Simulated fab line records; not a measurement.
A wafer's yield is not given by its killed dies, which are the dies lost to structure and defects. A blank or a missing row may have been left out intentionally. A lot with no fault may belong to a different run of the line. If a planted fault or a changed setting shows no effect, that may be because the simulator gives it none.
fab line records + flow sky130
[record]
- lots = 13
- wafers = 39
- last_day = 50
route steps=708 shown LI_CONTACT@386 LOCAL_INTERCONNECT@387 METAL1@451 METAL3@534
lots with no fault: from the same line, run without faults
start_h: hours from the record's first day to the start of the lot's first wafer shown + wait_h: how many hours have passed since the lot's step before this one + " repeats the value in the row above + L1.1+2: a row that stands for several wafers + - no value, or no start was given + * or withheld: withheld + < > ~ a bound
route shown NAME@n: NAME is a module with steps in the file, n the number in the route of the first one + usual: mean/standard deviation of fault-free wafers + same: alike in all rows + chamber/n: place in a boat + sites: each site's reading + _std_site: their standard deviation + _edge_site: outer sites' mean less inner sites' + radius_mm: for every site, how far away it sits from the centre of the wafer + mask NAME#n: copy n + behind: the last tool/chamber to shape the wafer + hold: why the lot went on hold/how many hours it stayed there/how the hold came to an end + device: the transistor (n, p or np) that didn't switch + end of line: tests run on the same wafers once the route is complete + for a step that has no rows: nothing shown but its recipe + killed: not the wafer's yield, but the dies lost to structure and defects at the first sort + map: shows each die of a wafer: x if killed, . if not, _ if none is there
set.NAME: the setting the step ran with; set.NAME@STEP: the setting that earlier step ran with + model.NAME: the simulator's own value behind a step, which no gauge read
the route's steps for a sample of lots (tables are steps, rows are wafers)
services: the hour from which a tool's chamber was out of use, counted from the record's first day as start_h (under 0 if before that day), plus the number of hours and why
[[steps]]
[step SKY_LI_CONTACT_CMP_24]
[recipe]
- stop_on = PSG
- t_overpolish_s = 20
- down_force_psi = 3.5
- platen_rpm = 60
- target_thk_nm = 0
- pad_velocity_m_s = 0.94248
[usual]
- edge_zone_pressure_frac = 1.000/0.0046
- motor_current_A = 10.7/0.86
- overpolish_run_s = 20.000/0.0095
- platen_rpm = 60.00/0.035
- time_to_endpoint_s = 98/3.2
| lot.wafer | tool   | chamber | start_h | wait_h | edge_zone_pressure_frac | motor_current_A | overpolish_run_s | platen_rpm | time_to_endpoint_s |
|-----------|--------|---------|---------|--------|-------------------------|-----------------|------------------|------------|--------------------|
| L650.1    | cmp-02 | 2       | 682.20  | 0.1    | 0.998                   | 11.0            | 20.000           | 59.99      | 98                 |
| L650.3    | "      | 0       | "       | "      | 1.000                   | 10.8            | 19.985           | 60.00      | 95                 |
| L650.5    | "      | 1       | "       | "      | 0.997                   | 9.2             | 20.017           | 59.94      | 100                |
| L651.4    | cmp-01 | 1       | 705.50  | 0.0    | 0.996                   | 9.5             | 20.008           | 60.00      | 99                 |
| L651.3    | "      | 0       | "       | "      | 0.993                   | 10.1            | 19.994           | 59.98      | 94                 |
| L651.5    | "      | 1       | "       | "      | 0.994                   | 10.2            | 20.005           | 59.98      | 100                |
| L654.4    | cmp-01 | 2       | 713.40  | 0.0    | 0.992                   | 12.4            | 19.997           | 59.96      | 95                 |
| L654.3    | "      | 3       | "       | "      | 1.001                   | 10.9            | 19.996           | 59.99      | 97                 |
| L654.2    | "      | 1       | "       | "      | 1.007                   | 9.7             | 20.003           | 60.06      | 101                |
| L653.3    | cmp-01 | 1       | 715.03  | 0.1    | 1.003                   | 9.9             | 20.002           | 60.00      | 104                |
| L653.2    | "      | 2       | "       | "      | 1.004                   | 11.7            | 19.999           | 59.94      | 95                 |
| L653.5    | "      | 3       | "       | "      | 0.999                   | 10.6            | 19.998           | 60.01      | 96                 |
| L655.2    | cmp-02 | 1       | 718.67  | 0.2    | 0.994                   | 9.1             | 19.989           | 59.97      | 98                 |
| L655.5    | "      | 2       | "       | "      | 0.998                   | 11.3            | 19.988           | 59.97      | 98                 |
| L655.6    | "      | 3       | "       | "      | 0.998                   | 10.1            | 20.008           | 60.02      | 94                 |
| L657.3    | cmp-01 | 3       | 744.87  | 0.0    | 1.000                   | 10.5            | 19.972           | 59.98      | 92                 |
| L657.2    | "      | 0       | "       | "      | 0.998                   | 11.8            | 19.987           | 60.03      | 94                 |
| L657.4    | "      | 2       | "       | "      | 0.992                   | 12.2            | 19.998           | 60.08      | 92                 |
| L659.4    | cmp-02 | 1       | 748.33  | 0.0    | 0.999                   | 9.5             | 20.005           | 59.99      | 104                |
| L659.5    | "      | 1       | "       | "      | 0.999                   | 9.5             | 19.999           | 59.99      | 106                |
| L659.6    | "      | 2       | "       | "      | 1.002                   | 10.9            | 20.013           | 59.98      | 104                |
| L661.3    | cmp-02 | 0       | 771.52  | 0.2    | 0.999                   | 11.9            | 19.994           | 66.00      | 92                 |
| L661.5    | "      | 1       | "       | "      | 0.998                   | 9.6             | 20.000           | 65.97      | 86                 |
| L661.6    | "      | 2       | "       | "      | 0.999                   | 10.8            | 19.999           | 65.99      | 91                 |
| L662.4    | cmp-01 | 0       | 775.98  | 0.1    | 1.000                   | 10.4            | 20.016           | 60.05      | 100                |
| L662.1    | "      | 2       | "       | "      | 0.998                   | 12.6            | 19.996           | 60.05      | 96                 |
| L662.5    | "      | 0       | "       | "      | 1.008                   | 11.0            | 20.003           | 60.02      | 94                 |
| L663.2    | cmp-02 | 1       | 784.38  | 0.1    | 1.001                   | 9.4             | 19.990           | 65.97      | 87                 |
| L663.4    | "      | 3       | "       | "      | 0.999                   | 10.4            | 20.005           | 66.08      | 86                 |
| L663.6    | "      | 0       | "       | "      | 0.998                   | 11.4            | 20.001           | 66.02      | 87                 |
| L664.4    | cmp-02 | 3       | 788.13  | 0.0    | 0.993                   | 10.2            | 20.008           | 66.01      | 87                 |
| L664.3    | "      | 1       | "       | "      | 0.999                   | 9.2             | 20.008           | 66.06      | 89                 |
| L664.6    | "      | 0       | "       | "      | 0.994                   | 11.6            | 20.001           | 65.98      | 89                 |
| L672.3    | cmp-01 | 1       | 841.65  | 0.1    | 0.994                   | 10.6            | 19.995           | 59.99      | 99                 |
| L672.5    | "      | 3       | "       | "      | 1.008                   | 10.2            | 20.006           | 59.99      | 97                 |
| L672.6    | "      | 0       | "       | "      | 1.003                   | 11.1            | 20.012           | 59.96      | 101                |
| L673.2    | cmp-02 | 2       | 853.78  | 0.1    | 1.002                   | 11.3            | 19.996           | 60.02      | 101                |
| L673.4    | "      | 3       | "       | "      | 1.003                   | 10.1            | 19.987           | 59.96      | 94                 |
| L673.5    | "      | 1       | "       | "      | 1.006                   | 9.2             | 20.003           | 60.03      | 98                 |
[step SKY_LOCAL_INTERCONNECT_SPUTTER_00]
[recipe]
- material = TiN
- target_thk_nm = 100
- temp_c = 300
- power_w = 6500
- time_s = 83.3
- chamber_pressure_pa = 0.4
[usual]
- throttle_valve_pct = 30.4/1.1
| lot.wafer | tool           | chamber | start_h | wait_h | throttle_valve_pct |
|-----------|----------------|---------|---------|--------|--------------------|
| L650.1    | pvd_sputter-03 | -       | 682.45  | 0.2    | 31.3               |
| L650.3    | "              | -       | "       | "      | 30.5               |
| L650.5    | "              | -       | "       | "      | 31.2               |
| L651.3    | pvd_sputter-02 | -       | 705.80  | 0.1    | 29.3               |
| L651.4    | "              | -       | "       | "      | 30.7               |
| L651.5    | "              | -       | "       | "      | 29.2               |
| L654.2    | pvd_sputter-01 | -       | 713.70  | 0.1    | 30.3               |
| L654.3    | "              | -       | "       | "      | 28.4               |
| L654.4    | "              | -       | "       | "      | 28.4               |
| L653.2    | pvd_sputter-03 | -       | 715.23  | 0.1    | 30.4               |
| L653.3    | "              | -       | "       | "      | 29.8               |
| L653.5    | "              | -       | "       | "      | 29.9               |
| L655.2    | pvd_sputter-01 | -       | 718.82  | 0.1    | 30.5               |
| L655.5    | "              | -       | "       | "      | 31.5               |
| L655.6    | "              | -       | "       | "      | 30.8               |
| L657.2    | pvd_sputter-02 | -       | 745.17  | 0.2    | 29.5               |
| L657.3    | "              | -       | "       | "      | 30.8               |
| L657.4    | "              | -       | "       | "      | 29.3               |
| L659.4    | pvd_sputter-02 | -       | 748.63  | 0.2    | 30.5               |
| L659.5    | "              | -       | "       | "      | 29.6               |
| L659.6    | "              | -       | "       | "      | 31.0               |
| L661.3    | pvd_sputter-02 | -       | 771.67  | 0.1    | 29.3               |
| L661.5    | "              | -       | "       | "      | 29.4               |
| L661.6    | "              | -       | "       | "      | 29.1               |
| L662.1    | pvd_sputter-03 | -       | 776.23  | 0.1    | 30.0               |
| L662.4    | "              | -       | "       | "      | 31.1               |
| L662.5    | "              | -       | "       | "      | 29.9               |
| L663.2    | pvd_sputter-02 | -       | 784.63  | 0.2    | 32.0               |
| L663.4    | "              | -       | "       | "      | 29.6               |
| L663.6    | "              | -       | "       | "      | 29.2               |
| L664.3    | pvd_sputter-02 | -       | 788.43  | 0.1    | 29.4               |
| L664.4    | "              | -       | "       | "      | 30.6               |
| L664.6    | "              | -       | "       | "      | 29.7               |
| L672.3    | pvd_sputter-01 | -       | 841.85  | 0.1    | 28.7               |
| L672.5    | "              | -       | "       | "      | 30.4               |
| L672.6    | "              | -       | "       | "      | 31.2               |
| L673.2    | pvd_sputter-01 | -       | 854.03  | 0.2    | 32.2               |
| L673.4    | "              | -       | "       | "      | 32.0               |
| L673.5    | "              | -       | "       | "      | 31.3               |
[step SKY_METAL1_DESCUM_17]
[recipe]
- chemistry = O2
- source_power_w = 150
- bias_power_w = 0
- pressure_mtorr = 10
- temp_c = 40
- time_s = 8
[usual]
- drypump_motor_current_A = 5.7/0.48
- oes_product_au = 1.003/0.0094
| lot.wafer | tool         | chamber | start_h | wait_h | drypump_motor_current_A | oes_product_au | rf_hours_counter_h |
|-----------|--------------|---------|---------|--------|-------------------------|----------------|--------------------|
| L650.1    | rie_metal-04 | 0       | 766.85  | 0.0    | 5.2                     | 1.001          | 7                  |
| L650.3    | "            | 1       | "       | "      | 6.0                     | 0.996          | -                  |
| L650.5    | "            | 0       | "       | "      | 5.2                     | 1.007          | -                  |
| L651.3    | rie_metal-03 | 0       | 789.68  | 0.0    | 6.6                     | 1.020          | -                  |
| L651.4    | "            | 1       | "       | "      | 6.0                     | 1.007          | -                  |
| L651.5    | "            | 0       | "       | "      | 6.5                     | 1.004          | -                  |
| L654.2    | rie_metal-04 | 1       | 797.90  | 0.0    | 6.0                     | 0.996          | 4                  |
| L654.3    | "            | 1       | "       | "      | 6.0                     | 0.997          | -                  |
| L654.4    | "            | 0       | "       | "      | 5.2                     | 0.998          | -                  |
| L653.2    | rie_metal-03 | 1       | 800.55  | 0.0    | 6.0                     | 1.022          | 4                  |
| L653.3    | "            | 0       | "       | "      | 6.5                     | 1.002          | -                  |
| L653.5    | "            | 1       | "       | "      | 6.0                     | 1.014          | -                  |
| L655.2    | rie_metal-01 | 1       | 802.89  | 0.0    | 5.3                     | 0.994          | 5                  |
| L655.5    | "            | 1       | "       | "      | 5.2                     | 0.981          | -                  |
| L655.6    | "            | 0       | "       | "      | 5.4                     | 1.008          | -                  |
| L657.2    | rie_metal-01 | 0       | 828.29  | 0.0    | 5.4                     | 1.005          | 15                 |
| L657.3    | "            | 1       | "       | "      | 5.2                     | 0.987          | -                  |
| L657.4    | "            | 0       | "       | "      | 5.4                     | 1.008          | -                  |
| L659.4    | rie_metal-01 | 1       | 831.59  | 0.0    | 5.2                     | 0.995          | -                  |
| L659.5    | "            | 0       | "       | "      | 5.4                     | 0.998          | -                  |
| L659.6    | "            | 1       | "       | "      | 5.3                     | 0.982          | -                  |
| L661.3    | rie_metal-04 | 1       | 854.55  | 0.0    | 6.0                     | 0.996          | -                  |
| L661.5    | "            | 0       | "       | "      | 5.2                     | 1.008          | -                  |
| L661.6    | "            | 1       | "       | "      | 6.0                     | 1.004          | -                  |
| L662.1    | rie_metal-04 | 0       | 858.17  | 0.0    | 5.2                     | 1.015          | 11                 |
| L662.4    | "            | 1       | "       | "      | 6.0                     | 1.003          | -                  |
| L662.5    | "            | 0       | "       | "      | 5.2                     | 1.010          | -                  |
| L663.2    | rie_metal-03 | 0       | 866.89  | 0.0    | 6.6                     | 1.013          | 10                 |
| L663.4    | "            | 0       | "       | "      | 6.5                     | 1.001          | -                  |
| L663.6    | "            | 0       | "       | "      | 6.5                     | 1.006          | -                  |
| L664.3    | rie_metal-01 | 0       | 870.36  | 0.0    | 5.4                     | 0.996          | -                  |
| L664.4    | "            | 1       | "       | "      | 5.2                     | 0.995          | -                  |
| L664.6    | "            | 0       | "       | "      | 5.4                     | 1.000          | -                  |
| L672.3    | rie_metal-01 | 1       | 921.99  | 0.0    | 5.2                     | 0.987          | -                  |
| L672.5    | "            | 0       | "       | "      | 5.4                     | 1.007          | -                  |
| L672.6    | "            | 1       | "       | "      | 5.2                     | 1.002          | -                  |
| L673.2    | rie_metal-03 | 1       | 931.98  | 0.0    | 6.0                     | 1.008          | 10                 |
| L673.4    | "            | 0       | "       | "      | 6.6                     | 1.003          | -                  |
| L673.5    | "            | 1       | "       | "      | 6.1                     | 0.997          | -                  |
[step SKY_METAL3_SPUTTER_02]
[recipe]
- material = AlCu
- target_thk_nm = 735
- power_w = 10600
- time_s = 39.1
- chamber_pressure_pa = 0.4
[usual]
- throttle_valve_pct = 30.4/1.1
| lot.wafer | tool           | chamber | start_h | wait_h | throttle_valve_pct |
|-----------|----------------|---------|---------|--------|--------------------|
| L650.1    | pvd_sputter-04 | -       | 852.30  | 0.0    | 29.6               |
| L650.3    | "              | -       | "       | "      | 31.3               |
| L650.5    | "              | -       | "       | "      | 29.6               |
| L651.3    | pvd_sputter-03 | -       | 875.05  | 0.0    | 30.6               |
| L651.4    | "              | -       | "       | "      | 29.8               |
| L651.5    | "              | -       | "       | "      | 30.5               |
| L654.2    | pvd_sputter-01 | -       | 881.70  | 0.0    | 28.4               |
| L654.3    | "              | -       | "       | "      | 32.2               |
| L654.4    | "              | -       | "       | "      | 31.5               |
| L653.2    | pvd_sputter-04 | -       | 885.49  | 0.0    | 31.5               |
| L653.3    | "              | -       | "       | "      | 28.5               |
| L653.5    | "              | -       | "       | "      | 31.1               |
| L655.2    | pvd_sputter-04 | -       | 886.44  | 0.0    | 31.4               |
| L655.5    | "              | -       | "       | "      | 31.5               |
| L655.6    | "              | -       | "       | "      | 28.5               |
| L657.2    | pvd_sputter-01 | -       | 912.10  | 0.0    | 31.4               |
| L657.3    | "              | -       | "       | "      | 30.3               |
| L657.4    | "              | -       | "       | "      | 28.2               |
| L659.4    | pvd_sputter-01 | -       | 914.99  | 0.0    | 30.2               |
| L659.5    | "              | -       | "       | "      | 28.4               |
| L659.6    | "              | -       | "       | "      | 32.0               |
| L661.3    | pvd_sputter-03 | -       | 935.17  | 0.0    | 30.1               |
| L661.5    | "              | -       | "       | "      | 29.9               |
| L661.6    | "              | -       | "       | "      | 31.1               |
| L662.1    | pvd_sputter-01 | -       | 940.26  | 0.0    | 31.4               |
| L662.4    | "              | -       | "       | "      | 28.7               |
| L662.5    | "              | -       | "       | "      | 32.2               |
| L663.2    | pvd_sputter-04 | -       | 948.63  | 0.0    | 31.4               |
| L663.4    | "              | -       | "       | "      | 31.1               |
| L663.6    | "              | -       | "       | "      | 31.5               |
| L664.3    | pvd_sputter-03 | -       | 950.02  | 0.0    | 30.3               |
| L664.4    | "              | -       | "       | "      | 31.0               |
| L664.6    | "              | -       | "       | "      | 29.8               |
| L672.3    | pvd_sputter-01 | -       | 1000.59 | 0.0    | 28.4               |
| L672.5    | "              | -       | "       | "      | 28.3               |
| L672.6    | "              | -       | "       | "      | 31.3               |
| L673.2    | pvd_sputter-01 | -       | 1010.47 | 0.0    | 30.5               |
| L673.4    | "              | -       | "       | "      | 31.1               |
| L673.5    | "              | -       | "       | "      | 30.6               |
[[services]]
| tool           | chamber | start_h | hours | kind   |
|----------------|---------|---------|-------|--------|
| cmp-02         | -       | 663.57  | 6.4   | pm     |
| cmp-02         | -       | 688.09  | 0.6   | repair |
| cmp-01         | -       | 689.07  | 5.4   | repair |
| cmp-02         | -       | 694.45  | 5.5   | pm     |
| pvd_sputter-03 | -       | 706.65  | 4.3   | repair |
| cmp-01         | -       | 716.86  | 4.7   | pm     |
| pvd_sputter-02 | -       | 725.27  | 4.5   | repair |
| cmp-01         | -       | 738.52  | 3.1   | repair |
| pvd_sputter-01 | -       | 743.41  | 2.3   | repair |
| cmp-02         | -       | 744.29  | 4.0   | pm     |
| cmp-02         | -       | 745.61  | 0.8   | repair |
| pvd_sputter-03 | -       | 777.55  | 8.3   | repair |
| pvd_sputter-03 | -       | 791.39  | 2.1   | repair |
| cmp-02         | -       | 797.19  | 1.8   | repair |
| cmp-01         | -       | 797.56  | 1.1   | repair |
| rie_metal-03   | -       | 808.00  | 0.1   | repair |
| pvd_sputter-01 | -       | 856.86  | 5.8   | repair |
| cmp-02         | -       | 908.88  | 16.6  | pm     |
| pvd_sputter-04 | -       | 911.24  | 1.8   | repair |
| cmp-01         | -       | 916.59  | 4.0   | pm     |
| pvd_sputter-03 | -       | 920.58  | 4.2   | repair |
| pvd_sputter-02 | -       | 939.99  | 5.9   | repair |
| cmp-02         | -       | 961.60  | 0.9   | repair |
| cmp-01         | -       | 967.18  | 5.5   | pm     |
[[key]]
[first_sign]
- step = SKY_LI_CONTACT_CMP_24
- reading = platen_rpm
- direction = up
- sigmas = 99+
- usual = 60.00
- struck = 66.01
[effect]
- step = SKY_LI_CONTACT_CMP_24
- reading = time_to_endpoint_s
- direction = down
- sigmas = 3
- usual = *
- struck = *
met_at SKY_LI_CONTACT_CMP_24
struck_lots L661,L663,L664
tester_left_out L661,L663,L664
not_acting_at SKY_LOCAL_INTERCONNECT_SPUTTER_00,SKY_METAL1_DESCUM_17,SKY_METAL3_SPUTTER_02
onset_between 748.33 771.52
[fault]
- kind = process_parameter_drift
- tool = cmp-02
- chamber = -
- onset_h = 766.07
- steps = SKY_LI_CONTACT_CMP_24
- channel = platen_rpm
- offset = 6
- shape = step
- end_h = 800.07
- acts_in = these_recipes_only
- stated = 60
// tester_left_out: of these lots the tester's yield and bins aren't shown, on N5 and GAA mostly nor the transistor test; their killed dies are dies lost to structure and defects alone, not to doping, threshold or leakage, so they don't give the yield
